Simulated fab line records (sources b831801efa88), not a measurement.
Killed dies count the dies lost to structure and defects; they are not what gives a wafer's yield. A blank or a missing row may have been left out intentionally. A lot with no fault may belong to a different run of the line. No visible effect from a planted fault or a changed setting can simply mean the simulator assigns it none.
8D (eight disciplines) problem report, filled in by code || flow gf180mcu || the parts of the form that need people (team, actions taken, sign-off) are left out

== 1. THE PROBLEM ==
On 2 wafers of 1 lot, run-length-s at GF_V3_SOFTBAKE_10 has a mean of 98.30 s; fault-free wafers read 89.25 s, standard deviation 0.21. Measured from the usual mean, that is +43 standard deviations.
The step: time 60 s.
Earliest sighting: wafer L397.2 on litho-track-03 at day 28 04:00. Wafers with a number at this step in the record: 38, from 13 lots. Rule for "out", or "out of limits": more than 4 standard deviations from the usual mean. All remaining wafers that have a number are taken as sound.

== 2. WHAT IT IS, AND WHAT IT ISN'T ==
{"question": "which readings at this step", "is": "run-length-s", "is not": "heater-power-total-W"}
{"question": "which lots", "is": "L397", "is not": "L378, L379, L380, L381, L382, L383, L384, L385, L386, L387, L388, L401"}
{"question": "which wafers of those lots", "is": "all that have a number", "is not": "-"}
{"question": "read on which tools", "is": "litho-track-03", "is not": "litho-track-01, litho-track-04"}
{"question": "when", "is": "from day 28 04:00", "is not": "up to then (33 sound wafers); but 3 sound wafers of L401 came after"}

== 3. WHAT RULES OUT EACH SUSPECT ==
Counting: a tool stays on the suspect list if, at a process step up to the reading, it processed all lots that are out and no sound lot following the first of them.
- cmp-02 at GF_V2_CMP_26 (polishes, stops on SiO2, t overpolish 15 s, target thk 0 nm): ruled out as a lasting fault. After its first lot that is out, L397 (day 26 19:52), sound lots L401 ran on it.
- litho-track-03 at GF_V3_SOFTBAKE_10 (time 60 s): kept. It ran the lot that is out, L397 (day 28 04:00), and no sound lot after that; its last sound lot up to then is L388 (day 25 12:00). On those wafers its own readings are out: run-length-s.
Left after counting: litho-track-03 at GF_V3_SOFTBAKE_10.

== 4. THE CAUSE (what the simulator had put in) ==
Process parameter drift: litho-track-03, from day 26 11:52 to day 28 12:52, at GF_V3_SOFTBAKE_10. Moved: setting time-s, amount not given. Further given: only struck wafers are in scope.
This tool alone remained once counting was done.

== 5. THE EFFECT CHAIN, in route order ==
Rows list readings where the struck wafers' mean (over those with a number) sits beyond 3 standard deviations from the usual. Readings are gone through only where the record gives a usual standard deviation; hours: the median, over the lots, of the time from a lot's start at the first step in this table giving one to that lot's start at this step; sigmas: the change measured in usual standard deviations.
{"hours": 0, "step": "GF_V3_SOFTBAKE_10", "reading": "run-length-s", "usual": "89.25 s", "on struck wafers": 98.30, "change": "+9.05", "sigmas": "+43"}
Process steps it contains:
- GF_V3_SOFTBAKE_10: time 60 s.
Later measuring or inspecting steps at which every struck wafer that the step has a row for has a number for every such reading, and none has moved that far: GF_V3_OVL_MEAS_15.

== 6. WHAT WOULD HAVE CAUGHT IT SOONER ==
The fault began at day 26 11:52; the first out-of-limits reading in this record came at day 28 04:00, 40 hours later.
